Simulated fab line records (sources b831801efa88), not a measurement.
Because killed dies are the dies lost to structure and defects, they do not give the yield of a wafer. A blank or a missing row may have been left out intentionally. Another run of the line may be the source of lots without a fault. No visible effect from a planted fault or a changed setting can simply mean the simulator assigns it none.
Which tool was responsible? | flow sky130 | 42 wafers from 14 lots sampled at 2 of the route's 708 steps

## WHAT EACH GAUGE READ, for each wafer
SKY_LDD_HVN_TW_MEAS_10. Usual: LDD_HVN_TW typically reads 1439, with standard deviation 8.9.
lot  | measured     | on            | LDD_HVN_TW                    | flag
L706 | day 20 12:01 | film_metro-01 | 1443 1438 1442                |
L707 | day 20 21:47 | film_metro-01 | 1442 1448 1443                |
L709 | day 21 15:23 | film_metro-02 | 1438 1440 1449                |
L710 | day 21 18:35 | film_metro-01 | 1446 1448 1444                |
L713 | day 23 19:11 | film_metro-01 | 1445 1452 1455                |
L715 | day 23 22:26 | film_metro-02 | 1429 1421 1412                |
L717 | day 24 07:14 | film_metro-02 | 1421 1420 1421                |
L719 | day 25 00:20 | film_metro-01 | 1404 1406 1399 1403 1394 1407 | OFF
L720 | day 25 16:04 | film_metro-03 | 1400 1403 1398 1399 1396 1393 | OFF
L722 | day 26 09:22 | film_metro-01 | 1444 1431 1446                |
L723 | day 26 11:07 | film_metro-01 | 1446 1436 1442                |
L726 | day 27 09:25 | film_metro-03 | 1429 1433 1435                |
L728 | day 28 09:34 | film_metro-02 | 1425 1426 1425                |
L729 | day 28 13:22 | film_metro-01 | 1436 1434 1439                |

## WHAT TOOL EACH LOT RAN ON (gives the tool, then ch and the chambers of the sampled wafers, and finally the start)
lot  | SKY_LDD_HVN_IMPLANT_08
L706 | implanter-02 ch 0, day 20 11:46
L707 | implanter-03 ch 0, day 20 21:33
L709 | implanter-01 ch 0, day 21 15:09
L710 | implanter-01 ch 0, day 21 18:22
L713 | implanter-03 ch 0, day 23 18:58
L715 | implanter-02 ch 0, day 23 22:13
L717 | implanter-02 ch 0, day 24 07:01
L719 | implanter-03 ch 0, day 25 00:07
L720 | implanter-03 ch 0, day 25 15:49
L722 | implanter-02 ch 0, day 26 09:07
L723 | implanter-02 ch 0, day 26 10:52
L726 | implanter-02 ch 0, day 27 09:10
L728 | implanter-02 ch 0, day 28 09:20
L729 | implanter-03 ch 0, day 28 13:07
- SKY_LDD_HVN_IMPLANT_08

## AS READ BY THE TOOLS THEMSELVES (means over the sampled wafers that have a number; for cases with no such wafer, the mark the record gives instead)
SKY_LDD_HVN_IMPLANT_08. Usual: dose_ions_cm2 2.999e+13, standard deviation 3.1e+10; faraday_current_uA 169, standard deviation 3.5.
lot  | tool         | dose_ions_cm2 | faraday_current_uA | flag
L706 | implanter-02 | 3.001e+13     | 171                |
L707 | implanter-03 | 2.999e+13     | 168                |
L709 | implanter-01 | 3.003e+13     | 171                |
L710 | implanter-01 | 3.003e+13     | 169                |
L713 | implanter-03 | 3.003e+13     | 167                |
L715 | implanter-02 | 2.997e+13     | 172                |
L717 | implanter-02 | 3.001e+13     | 167                |
L719 | implanter-03 | 2.752e+13     | 152                | OFF
L720 | implanter-03 | 2.752e+13     | 155                | OFF
L722 | implanter-02 | 2.999e+13     | 168                |
L723 | implanter-02 | 2.998e+13     | 166                |
L726 | implanter-02 | 3.002e+13     | 168                |
L728 | implanter-02 | 2.999e+13     | 168                |
L729 | implanter-03 | 2.996e+13     | 168                |

## THE ANSWER, worked out from the rows above alone
Rule: a lot is off if the mean of its wafers that have a number lies more than 3 standard deviations from the usual mean. A lot without any number at a reading at which 4 lots or more have one is off too. All remaining lots with rows at the step are treated as sound. After the gauges, taken in route order, come the tools' own readings; for these a lot's mean is taken, as printed above. At the first step where some lot is off, the reading lying furthest off is the one used; lots without a number count as furthest.
Off: L719, L720, at SKY_LDD_HVN_TW_MEAS_10 (LDD_HVN_TW).
A tool fits if, at a process step before that reading, it ran every lot that is off, and no sound lot after the first of them. Not tried: the gauges at SKY_LDD_HVN_TW_MEAS_10; whatever is off there is also off at SKY_LDD_HVN_IMPLANT_08, on other tools, and gauge error can't account for it. None of those tried fits.

## WHAT THE SIMULATOR HAD PUT IN
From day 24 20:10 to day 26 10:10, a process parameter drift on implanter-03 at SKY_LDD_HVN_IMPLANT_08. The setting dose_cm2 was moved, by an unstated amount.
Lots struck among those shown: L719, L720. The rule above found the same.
